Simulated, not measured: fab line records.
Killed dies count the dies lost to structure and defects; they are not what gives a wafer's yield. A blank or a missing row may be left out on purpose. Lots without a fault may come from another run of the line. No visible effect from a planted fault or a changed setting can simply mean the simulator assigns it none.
Struck lot and sound lot, side by side ; flow sky130 ; 15 out of 708 route steps
Sound: wafers L362.2, L362.3, L362.4. Struck: wafers L351.4, L351.5, L351.6. The cause is named last.
At each step with rows: each side's tool, then ch and its chambers, then its first start. Under that, the readings that differ: sound wafers ; struck wafers ; difference of the means ; sigmas: that difference in standard deviations of wafers without a fault.
alike: a reading whose means differ by less than 2 such deviations, as well as words and numbers matching on both sides. not compared: withheld readings; readings where some wafer has no value; bounds like >300 that might hide an equal value; numbers whose values overlap and for which the record gives no deviation.
The two part at a step that has a row with sigmas, a row that says differs or no value, or rows on one side only. Numbers that have no deviation but don't overlap get no sigmas and don't part them. Lack of a reading on every wafer of one side parts them only where that side has two or more wafers.

first, 3 steps without rows for these wafers: SKY_LI_CONTACT_EXPOSE_09 (exposes mask LICM1, target cd 170 nm); SKY_LI_CONTACT_PEB_10; SKY_LI_CONTACT_DEVELOP_11 (develop time 60 s).
SKY_LI_CONTACT_CD_MEAS_12: target cd 170 nm.
  struck on cd sem-01, day 30 04:28; sound on cd sem-01, day 33 22:46
reading;sound;struck;difference;sigmas
cd nm (nm);170.6 172.3 172.8;169.8 168.7 168.6;-2.9;-2
SKY_LI_CONTACT_OVL_MEAS_13:
  struck on overlay-02, day 30 04:32; sound on overlay-01, day 33 22:53
  alike: LI_CONTACT_OVL
SKY_LI_CONTACT_ETCH_14: etches BARC in N2/H2, stops on SiO2, time 45.9 s, target depth 60 nm.
  sound on rie diel-04 ch 1,2,3, day 33 22:55; struck on rie diel-01 ch 0,2,3, day 30 04:34
  alike: drypump motor current A, oes product au, throttle valve pct
  not compared: rf hours counter h
SKY_LI_CONTACT_ETCH_15: etches PSG in C4F8/O2/Ar, stops on Si, target depth 600 nm.
  sound on rie diel-04 ch 1,2,3, day 33 22:57; struck on rie diel-01 ch 0,2,3, day 30 04:36
  alike: oes product au
SKY_LI_CONTACT_STRIP_16: strips in O2/N2.
  sound on plasma asher-04 ch 0,1, day 33 23:02; struck on plasma asher-03 ch 0,1, day 30 04:43
  alike: drypump motor current A, oes product au, strip time to endpoint s
  not compared: rf hours counter h
then, 2 steps without rows for these wafers: SKY_LI_CONTACT_CLEAN_17 (cleans in NMP, time 600 s); SKY_LI_CONTACT_PRE_CLEAN_18 (time 5.6 s).
SKY_LI_CONTACT_SPUTTER_19: material Ti, target thk 20 nm, time 106.37 s.
  struck on pvd sputter-02, day 30 04:59; sound on pvd sputter-03, day 33 23:21
  alike: chamber pressure pa, throttle valve pct
SKY_LI_CONTACT_SPUTTER_20: material TiN, target thk 20 nm, time 80 s.
  struck on pvd sputter-02, day 30 05:04; sound on pvd sputter-03, day 33 23:25
  alike: chamber pressure pa, throttle valve pct
SKY_LI_CONTACT_CVD_21: deposits W, target thk 400 nm, time 120.56 s.
  sound on cvd w-01 ch 0,1, day 33 23:29; struck on cvd w-01 ch 1, day 30 05:15
reading;sound;struck;difference;sigmas
chamber pressure Torr (Torr);40.03 40.03 39.96;41.51 41.53 41.59;+1.54;+18
model.W_of_LI_CONTACT_CVD_21.thk nm (nm);415.2 425.6 416.7;432.4 434.2 432.4;+13.8;
  alike: heater power w
SKY_LI_CONTACT_RS_MEAS_22: the measuring method here is four-point-probe.
  struck on film metro-02, day 30 05:26; sound on film metro-04, day 33 23:38
reading;sound;struck;difference;sigmas
LI_CONTACT_W_RS (ohm/sq);0.2741 0.2673 0.2733;0.2635 0.2627 0.2632;-0.0084;-3
-- a jump in the record: the struck wafers' starts before and after are 16 days apart (it breaks off in module LI_CONTACT and resumes in module PAD_OPEN, where the first step shown is number 708 of the route) --
SKY_PAD_OPEN_PROBE_99:
  the record has rows for the struck wafers here (prober-02, day 46 12:07) and none for the sound ones

## WHERE THEY PART
Last at SKY_PAD_OPEN_PROBE_99 as far as this record goes, first at SKY_LI_CONTACT_CD_MEAS_12.

WHY: the cause the simulator had injected
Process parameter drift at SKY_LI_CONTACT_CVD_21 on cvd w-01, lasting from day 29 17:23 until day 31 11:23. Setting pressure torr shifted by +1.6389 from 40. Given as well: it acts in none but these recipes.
